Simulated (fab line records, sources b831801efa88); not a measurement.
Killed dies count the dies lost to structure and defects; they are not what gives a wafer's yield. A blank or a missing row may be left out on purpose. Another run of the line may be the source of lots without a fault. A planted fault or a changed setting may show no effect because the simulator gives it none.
Which of the tools did it? | flow sky130 | Sampling: 14 lots, 42 wafers, 6 of 708 route steps

WHAT THE GAUGES READ, wafer by wafer
SKY_VIA1_CD_MEAS_12: target cd 150 nm. Usual: cd-nm 149.8 nm, standard deviation 1.4.
lot  | measured     | on        | cd-nm (nm)        | flag
L745 | day 34 06:33 | cd-sem-02 | 147.6 150.0 150.0 |
L746 | day 34 09:17 | cd-sem-02 | 151.4 150.5 150.5 |
L748 | day 35 02:09 | cd-sem-02 | 149.8 148.3 150.5 |
L749 | day 35 08:34 | cd-sem-01 | 149.8 148.9 149.9 |
L750 | day 35 10:25 | cd-sem-02 | 152.9 151.5 151.2 |
L751 | day 36 09:28 | cd-sem-02 | 151.3 152.0 149.8 |
L753 | day 36 12:22 | cd-sem-02 | 149.0 149.0 150.1 |
L756 | day 37 10:33 | cd-sem-01 | 148.1 148.7 148.6 |
L758 | day 38 08:23 | cd-sem-02 | 149.9 150.3 151.2 |
L762 | day 39 08:32 | cd-sem-02 | 151.6 150.3 149.6 |
L765 | day 40 09:32 | cd-sem-02 | 148.4 148.9 149.4 |
L766 | day 40 12:15 | cd-sem-01 | 152.5 152.3 152.1 |
L767 | day 40 16:13 | cd-sem-01 | 150.3 149.6 147.8 |
L768 | day 41 09:59 | cd-sem-01 | 148.8 148.3 147.8 |

SKY_METAL2_RS_MEAS_05: uses a four-point probe to measure. Usual: METAL2_ALCU_RS typically reads 0.1263 ohm/sq, with standard deviation 0.0011.
lot  | measured     | on            | METAL2_ALCU_RS (ohm/sq) | flag
L745 | day 34 08:23 | film-metro-03 | 0.1261 0.1279 0.1258    |
L746 | day 34 10:53 | film-metro-01 | 0.1241 0.1246 0.1247    |
L748 | day 35 03:48 | film-metro-04 | 0.1243 0.1266 0.1257    |
L749 | day 35 10:14 | film-metro-04 | 0.1259 0.1281 0.1265    |
L750 | day 35 12:02 | film-metro-01 | 0.1276 0.1261 0.1253    |
L751 | day 36 11:05 | film-metro-04 | 0.1279 0.1286 0.1271    |
L753 | day 36 13:59 | film-metro-03 | 0.1291 0.1269 0.1285    |
L756 | day 37 12:10 | film-metro-04 | 0.1270 0.1246 0.0867    | OFF
L758 | day 38 10:00 | film-metro-03 | 0.1260 0.0870 0.1267    | OFF
L762 | day 39 10:08 | film-metro-01 | 0.1258 0.1247 0.1253    |
L765 | day 40 11:09 | film-metro-03 | 0.1282 0.1236 0.1250    |
L766 | day 40 13:52 | film-metro-01 | 0.1253 0.1276 0.1256    |
L767 | day 40 17:50 | film-metro-04 | 0.1253 0.1290 0.1268    |
L768 | day 41 11:35 | film-metro-04 | 0.1271 0.1264 0.1270    |

SKY_METAL2_THK_MEAS_06: measures by xrf. Usual: METAL2_ALCU_THK typically reads 251.7 nm, with standard deviation 2.5.
lot  | measured     | on            | METAL2_ALCU_THK (nm) | flag
L745 | day 34 08:30 | film-metro-03 | 254.2 248.7 253.0    |
L746 | day 34 11:01 | film-metro-01 | 256.3 253.5 253.8    |
L748 | day 35 03:55 | film-metro-04 | 254.5 249.9 251.8    |
L749 | day 35 10:21 | film-metro-04 | 252.9 246.7 249.9    |
L750 | day 35 12:08 | film-metro-01 | 249.4 254.1 252.3    |
L751 | day 36 11:11 | film-metro-04 | 248.3 245.7 247.7    |
L753 | day 36 14:05 | film-metro-03 | 247.5 251.4 248.4    |
L756 | day 37 12:16 | film-metro-04 | 251.1 257.6 364.1    | OFF
L758 | day 38 10:07 | film-metro-03 | 254.2 361.4 252.2    | OFF
L762 | day 39 10:16 | film-metro-01 | 252.4 255.8 252.2    |
L765 | day 40 11:16 | film-metro-03 | 245.1 254.9 252.8    |
L766 | day 40 13:58 | film-metro-01 | 254.2 251.4 255.6    |
L767 | day 40 17:56 | film-metro-04 | 255.1 247.5 250.0    |
L768 | day 41 11:43 | film-metro-04 | 248.5 250.4 249.6    |

TOOL THAT RAN EACH LOT (tool first, then ch and the chambers of the sampled wafers, then the start)
lot  | SKY_CONTACT_SPUTTER_23       | SKY_VIA1_SPUTTER_20          | SKY_METAL2_SPUTTER_02
L745 | pvd-sputter-03, day 31 22:31 | pvd-sputter-02, day 34 07:22 | pvd-sputter-03, day 34 08:17
L746 | pvd-sputter-01, day 32 00:32 | pvd-sputter-04, day 34 10:07 | pvd-sputter-01, day 34 10:48
L748 | pvd-sputter-04, day 32 18:32 | pvd-sputter-04, day 35 03:01 | pvd-sputter-01, day 35 03:41
L749 | pvd-sputter-04, day 33 00:59 | pvd-sputter-04, day 35 09:27 | pvd-sputter-03, day 35 10:08
L750 | pvd-sputter-03, day 33 02:31 | pvd-sputter-04, day 35 11:13 | pvd-sputter-02, day 35 11:54
L751 | pvd-sputter-04, day 34 03:40 | pvd-sputter-04, day 36 10:16 | pvd-sputter-03, day 36 10:57
L753 | pvd-sputter-03, day 34 05:06 | pvd-sputter-04, day 36 13:10 | pvd-sputter-02, day 36 13:51
L756 | pvd-sputter-03, day 35 03:10 | pvd-sputter-04, day 37 11:22 | pvd-sputter-02, day 37 12:03
L758 | pvd-sputter-04, day 36 02:21 | pvd-sputter-03, day 38 09:13 | pvd-sputter-02, day 38 09:54
L762 | pvd-sputter-01, day 37 02:10 | pvd-sputter-02, day 39 09:22 | pvd-sputter-03, day 39 10:03
L765 | pvd-sputter-03, day 38 04:30 | pvd-sputter-03, day 40 10:22 | pvd-sputter-01, day 40 11:02
L766 | pvd-sputter-03, day 38 07:56 | pvd-sputter-02, day 40 13:04 | pvd-sputter-01, day 40 13:45
L767 | pvd-sputter-01, day 38 11:58 | pvd-sputter-02, day 40 17:01 | pvd-sputter-03, day 40 17:42
L768 | pvd-sputter-01, day 39 06:23 | pvd-sputter-03, day 41 10:49 | pvd-sputter-01, day 41 11:30
- SKY_CONTACT_SPUTTER_23: material TiN, target thk 20 nm, time 80 s.
- SKY_VIA1_SPUTTER_20: material TiN, target thk 20 nm, time 80 s.
- SKY_METAL2_SPUTTER_02: material AlCu, target thk 250 nm, time 13.3 s.

AS READ BY THE TOOLS THEMSELVES (means over the sampled wafers that have a number; for cases with no such wafer, the mark the record gives instead)
SKY_CONTACT_SPUTTER_23. Usual: throttle-valve-pct 30.4 %, standard deviation 1.4.
lot  | tool           | throttle-valve-pct (%) | flag
L745 | pvd-sputter-03 | 29.2                   |
L746 | pvd-sputter-01 | 31.3                   |
L748 | pvd-sputter-04 | 29.3                   |
L749 | pvd-sputter-04 | 30.9                   |
L750 | pvd-sputter-03 | 29.2                   |
L751 | pvd-sputter-04 | 29.7                   |
L753 | pvd-sputter-03 | 29.4                   |
L756 | pvd-sputter-03 | 29.3                   |
L758 | pvd-sputter-04 | 31.4                   |
L762 | pvd-sputter-01 | 31.4                   |
L765 | pvd-sputter-03 | 29.3                   |
L766 | pvd-sputter-03 | 29.5                   |
L767 | pvd-sputter-01 | 31.6                   |
L768 | pvd-sputter-01 | 31.1                   |

SKY_VIA1_SPUTTER_20. Usual: throttle-valve-pct 29.8 %, standard deviation 1.2.
lot  | tool           | throttle-valve-pct (%) | flag
L745 | pvd-sputter-02 | 29.0                   |
L746 | pvd-sputter-04 | 29.1                   |
L748 | pvd-sputter-04 | 29.0                   |
L749 | pvd-sputter-04 | 31.2                   |
L750 | pvd-sputter-04 | 30.1                   |
L751 | pvd-sputter-04 | 30.0                   |
L753 | pvd-sputter-04 | 29.8                   |
L756 | pvd-sputter-04 | 30.2                   |
L758 | pvd-sputter-03 | 29.9                   |
L762 | pvd-sputter-02 | 29.9                   |
L765 | pvd-sputter-03 | 28.8                   |
L766 | pvd-sputter-02 | 28.9                   |
L767 | pvd-sputter-02 | 28.8                   |
L768 | pvd-sputter-03 | 29.4                   |

SKY_METAL2_SPUTTER_02. Usual: throttle-valve-pct 30.2 %, standard deviation 1.3.
lot  | tool           | throttle-valve-pct (%) | flag
L745 | pvd-sputter-03 | 29.3                   |
L746 | pvd-sputter-01 | 32.1                   |
L748 | pvd-sputter-01 | 32.2                   |
L749 | pvd-sputter-03 | 29.5                   |
L750 | pvd-sputter-02 | 28.6                   |
L751 | pvd-sputter-03 | 29.5                   |
L753 | pvd-sputter-02 | 29.5                   |
L756 | pvd-sputter-02 | 29.1                   |
L758 | pvd-sputter-02 | 29.1                   |
L762 | pvd-sputter-03 | 29.7                   |
L765 | pvd-sputter-01 | 32.0                   |
L766 | pvd-sputter-01 | 31.5                   |
L767 | pvd-sputter-03 | 28.9                   |
L768 | pvd-sputter-01 | 31.4                   |

THE ANSWER, worked out from the rows above alone
Rule: lot off if the mean of its wafers having a number is beyond 3 standard deviations from the usual mean. Also off: a lot with no number at a reading for which 4 or more lots have one. Any other lot the step has rows for is counted as sound. First the gauges in route order, then the tools' own readings, where a lot's mean is used as printed above. The first step at which some lot is off is used, and at that step the reading that is off furthest; a lot without a number counts as furthest.
Off: L756, L758, seen at SKY_METAL2_RS_MEAS_05 (METAL2_ALCU_RS).
A tool fits if, at a process step before that reading, it ran every lot that is off, and no sound lot after the first of them. Those tools and the gauges at SKY_METAL2_RS_MEAS_05 are tried in the same way. One fits: pvd-sputter-02 at SKY_METAL2_SPUTTER_02. A fault onset in the window from L753 (day 36 13:51, its last sound lot) to L756 (day 37 12:03, its first lot off) fits.

WHAT THE SIMULATOR PUT IN
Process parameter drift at SKY_METAL2_SPUTTER_02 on pvd-sputter-02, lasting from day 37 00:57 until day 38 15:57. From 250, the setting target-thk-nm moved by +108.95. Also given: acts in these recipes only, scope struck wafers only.
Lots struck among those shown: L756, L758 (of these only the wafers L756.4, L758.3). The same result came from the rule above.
